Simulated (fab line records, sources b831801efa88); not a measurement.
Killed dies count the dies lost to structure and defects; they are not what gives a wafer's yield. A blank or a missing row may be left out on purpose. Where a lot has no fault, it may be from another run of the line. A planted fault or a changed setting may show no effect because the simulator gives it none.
Problem report in the 8D (eight disciplines) form, filled by code | flow gf180mcu | the parts of the form that need people (team, actions taken, sign-off) are left out

== 1. WHAT WENT WRONG ==
Mean of cathode_dc_power_W at GF_TOP_METAL_SPUTTER_00: 3642.7 W across 6 wafers in 2 lots; on wafers with no fault it is 4000.0 W (standard deviation 0.73). So: -99 or more standard deviations from the usual mean.
The step: material Ti, target thk 37.5 nm, time 150 s.
Seen first at day 30 07:25 on pvd_sputter-02, wafer L561.3. The record holds 18 wafers of 6 lots with a number at this step. By rule, "out" or "out of limits" means more than 4 standard deviations away from the usual mean. The other wafers with a number count as sound.

== 2. WHAT IT IS AND WHAT IT IS NOT ==
question                    | is                     | is not
which readings at this step | cathode_dc_power_W     | throttle_valve_pct
which lots                  | L561, L564             | L556, L558, L573, L574
which wafers of those lots  | all that have a number | -
read on which tools         | pvd_sputter-02         | pvd_sputter-03, pvd_sputter-04
when                        | from day 30 07:25      | up to then (6 sound wafers); but 6 sound wafers of L573, L574 came after

== 3. SUSPECTS, AND WHAT RULES EACH OUT ==
Counting: any tool at a process step up to the reading is kept as a suspect provided that every lot that is out went through it and no sound lot did after the first of them.
- cvd_w-01 at GF_V5_CVD_23 (deposits W, target thk 350 nm, time 104.9 s): kept. It ran every lot that is out, first L561 (day 30 06:52), and no sound lot after that; its last sound lot up to then is L556 (day 28 17:49).
- pvd_sputter-02 at GF_TOP_METAL_SPUTTER_00 (material Ti, target thk 37.5 nm, time 150 s): kept. It ran every lot that is out, first L561 (day 30 07:25), and no sound lot after that; its last sound lot up to then is L558 (day 29 14:19). Out on those wafers are its own readings of cathode_dc_power_W.
The count leaves pvd_sputter-02 at GF_TOP_METAL_SPUTTER_00 and cvd_w-01 at GF_V5_CVD_23.

== 4. THE CAUSE (what the simulator had put in) ==
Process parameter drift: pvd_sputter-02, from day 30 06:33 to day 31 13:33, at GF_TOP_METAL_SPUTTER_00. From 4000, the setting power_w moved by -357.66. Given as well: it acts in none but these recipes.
After counting, 2 suspects remain, this tool included.

== 5. THE CHAIN OF EFFECTS, in route order ==
Each row: a reading whose mean over the struck wafers that have a number lies more than 3 standard deviations from the usual. Scope: only readings with a usual standard deviation given in the record; hours: median across lots of the time from each lot's start at the first step in this table that gives one to its start at this step; sigmas: change in usual standard deviations.
hours | step                    | reading            | usual    | on struck wafers | change | sigmas
0     | GF_TOP_METAL_SPUTTER_00 | cathode_dc_power_W | 4000.0 W | 3642.7           | -357.3 | -99 or more
The process steps in it:
- GF_TOP_METAL_SPUTTER_00: material Ti, target thk 37.5 nm, time 150 s.

== 6. HOW IT WOULD HAVE BEEN CAUGHT EARLIER ==
In this record the first reading out of limits was taken at day 30 07:25, 1 hour after the fault began at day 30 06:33.
